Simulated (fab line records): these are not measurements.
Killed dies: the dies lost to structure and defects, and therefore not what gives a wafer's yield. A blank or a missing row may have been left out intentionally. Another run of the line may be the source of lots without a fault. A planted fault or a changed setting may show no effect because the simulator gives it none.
The tool behind it: which one?	flow sky130	7 lots, 21 wafers sampled, at 4 steps of a route of 708

== WHAT EACH GAUGE READ, for each wafer ==
SKY_SD_N_TW_MEAS_12.
lot	measured	on	SD_N_TW
L370	day 27 21:51	filmMetro-01	3980 3986 4004
L372	day 29 01:08	filmMetro-02	3936 3941 3928
L374	day 29 10:29	filmMetro-02	3958 3932 3953
L376	day 30 11:20	filmMetro-01	1384 1383 1380
L384	day 34 10:38	filmMetro-02	3947 3949 3948
L387	day 35 00:11	filmMetro-01	3978 3961 3957
L391	day 35 22:08	filmMetro-03	3890 3907 3906

== WHAT TOOL EACH LOT RAN ON (gives the tool, then ch and the chambers of the sampled wafers, and finally the start) ==
lot	SKY_LDD_HVP_STRIP_09	SKY_SD_N_IMPLANT_09	SKY_SD_N_STRIP_11
L370	plasmaAsher-03 ch 0,1, day 21 16:19	implanter-01 ch 0, day 27 21:29	plasmaAsher-04 ch 0,1, day 27 21:46
L372	plasmaAsher-02 ch 0,1, day 22 21:28	implanter-02 ch 0, day 29 00:44	plasmaAsher-03 ch 0,1, day 29 01:02
L374	plasmaAsher-02 ch 1, day 23 09:31	implanter-01 ch 0, day 29 10:05	plasmaAsher-04 ch 1, day 29 10:23
L376	plasmaAsher-02 ch 0,1, day 24 10:01	implanter-02, day 30 10:56	plasmaAsher-01 ch 1, day 30 11:14
L384	plasmaAsher-04 ch 0,1, day 28 16:08	implanter-01 ch 0, day 34 10:14	plasmaAsher-03 ch 0,1, day 34 10:32
L387	plasmaAsher-03 ch 0,1, day 29 06:49	implanter-04 ch 0, day 34 23:47	plasmaAsher-01 ch 0,1, day 35 00:05
L391	plasmaAsher-02 ch 0,1, day 30 05:07	implanter-04 ch 0, day 35 21:44	plasmaAsher-01 ch 0,1, day 35 22:02
- SKY_LDD_HVP_STRIP_09: strips in O2/N2.
- SKY_SD_N_IMPLANT_09
- SKY_SD_N_STRIP_11: strips in O2/N2.

== THE ANSWER, worked out from the rows above alone ==
Rule: usual is defined by the lots themselves. Put in order of their means at a reading, lots are off if they are a third of the lots or fewer, leave a main group of 4 or more, and stand apart from it by a gap of 3 or more times the standard deviation of the main group's means; of several such gaps the widest counts. A main group is skipped when, at the precision printed for the reading in the tables above, its means are all equal. Also off: a lot with no number at a reading for which 4 or more lots have one. The other lots that the step has rows for count as sound.
Off: L376, seen at SKY_SD_N_TW_MEAS_12 (SD_N_TW). The main group has a mean of 3948 with a standard deviation of 27.
A tool fits if, at a process step before that reading, it ran every lot that is off, and no sound lot after the first of them. The gauges at SKY_SD_N_TW_MEAS_12 are tried like those tools. One candidate fits, namely implanter-02 at SKY_SD_N_IMPLANT_09. A fault onset in the window from L372 (day 29 00:44, its last sound lot) to L376 (day 30 10:56, its first lot off) fits.

== WHAT THE SIMULATOR HAD INSERTED ==
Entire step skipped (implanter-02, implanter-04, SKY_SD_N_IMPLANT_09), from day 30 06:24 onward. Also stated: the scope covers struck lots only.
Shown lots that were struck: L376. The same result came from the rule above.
